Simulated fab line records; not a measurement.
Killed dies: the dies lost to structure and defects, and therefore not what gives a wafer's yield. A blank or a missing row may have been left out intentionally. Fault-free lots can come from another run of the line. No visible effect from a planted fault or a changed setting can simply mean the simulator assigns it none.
A struck lot beside a sound one || flow gf180mcu || 16 out of 602 route steps
Sound: these wafers, L709.1, L709.4, L709.5. Wafers L718.1, L718.2, L718.6 were the ones struck. The cause is named last.
Order at every step that has rows: each side's tool, ch and its chambers, its first start. Under that, the readings that differ: sound wafers || struck wafers || difference of the means || sigmas: that difference in standard deviations of wafers without a fault.
alike: a reading whose means differ by less than 2 such deviations, as well as words and numbers matching on both sides. not compared: withheld readings; readings where some wafer has no value; bounds like >300 that might hide an equal value; numbers whose values overlap and for which the record gives no deviation.
The two part at a step that has a row with sigmas, a row that says differs or no value, or rows on one side only. Numbers that have no deviation but don't overlap get no sigmas and don't part them. A reading missing from all wafers of one side parts the sides only when that side holds two or more wafers.

GF_TOP_METAL_SPUTTER_04: material TiN, target thk 25 nm, time 20.8 s.
  sound: pvd sputter-02 at day 28 11:25; struck: pvd sputter-04 at day 31 04:32
  alike: throttle valve pct
GF_TOP_METAL_RS_MEAS_05: the measuring method here is four-point-probe.
  sound: film metro-02 at day 28 11:27; struck: film metro-01 at day 31 04:34
  alike: TOP_METAL_ALCU_RS
GF_TOP_METAL_THK_MEAS_06: measures by xrf.
  sound: film metro-02 at day 28 11:34; struck: film metro-01 at day 31 04:41
  alike: TOP_METAL_ALCU_THK
then, 7 steps without rows for these wafers: GF_TOP_METAL_DEHYDRATE_07 (time 60 s); GF_TOP_METAL_HMDS_08 (prime time 60 s); GF_TOP_METAL_COAT_09 (resist thk 1500 nm); GF_TOP_METAL_SOFTBAKE_10 (time 60 s); GF_TOP_METAL_EXPOSE_11 (exposes mask MetalTop, target cd 440 nm); GF_TOP_METAL_PEB_12; GF_TOP_METAL_DEVELOP_13 (develop time 60 s).
GF_TOP_METAL_CD_MEAS_14 targets a cd of 440 nm.
  sound: cd sem-02 at day 29 06:49; struck: cd sem-01 at day 31 21:18
  alike: cd nm
GF_TOP_METAL_OVL_MEAS_15:
  sound: overlay-01 at day 29 06:56; struck: overlay-01 at day 31 21:25
  alike: TOP_METAL_OVL
GF_TOP_METAL_METAL_ETCH_16: etches the open film in Cl2/BCl3, stops on SiO2, target depth 1197 nm, time 199.5 s.
  sound on rie metal-04 ch 0, day 29 06:59; struck on rie metal-04 ch 0,1, day 31 21:28
{"reading": "bias w (W)", "sound": "140.2 140.5 140.2", "struck": "175.4 175.9 175.1", "difference": "+35.2", "sigmas": "+93"}
{"reading": "model.NOVOLAK_of_TOP_METAL_COAT_09.thk nm (nm)", "sound": "1017 1016 1010", "struck": "980.1 973.6 976.9", "difference": -37.5, "sigmas": ""}
  alike: drypump motor current A, oes product au, throttle valve pct
  not compared: rf hours counter h
GF_TOP_METAL_STRIP_17: strips in O2/N2.
  sound on plasma asher-01 ch 0,1, day 29 07:10; struck on plasma asher-03 ch 0,1, day 31 21:39
{"reading": "strip time to endpoint s (s)", "sound": "12.84 12.86 12.78", "struck": "12.50 12.43 12.46", "difference": -0.36, "sigmas": -8}
  alike: drypump motor current A, heater power w, oes product au
  not compared: rf hours counter h
then, 2 steps without rows for these wafers: GF_TOP_METAL_STRIP_18 (strips in post etch residue remover, time 1200 s); GF_PASSIVATION_PROBE_99.

== WHERE THEY PART ==
Last at GF_TOP_METAL_STRIP_17 as far as this record goes, first at GF_TOP_METAL_METAL_ETCH_16.

WHY: what the simulator had put in
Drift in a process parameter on rie metal-04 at GF_TOP_METAL_METAL_ETCH_16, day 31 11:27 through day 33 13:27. Setting bias w, moved by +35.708, from 140. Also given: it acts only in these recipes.
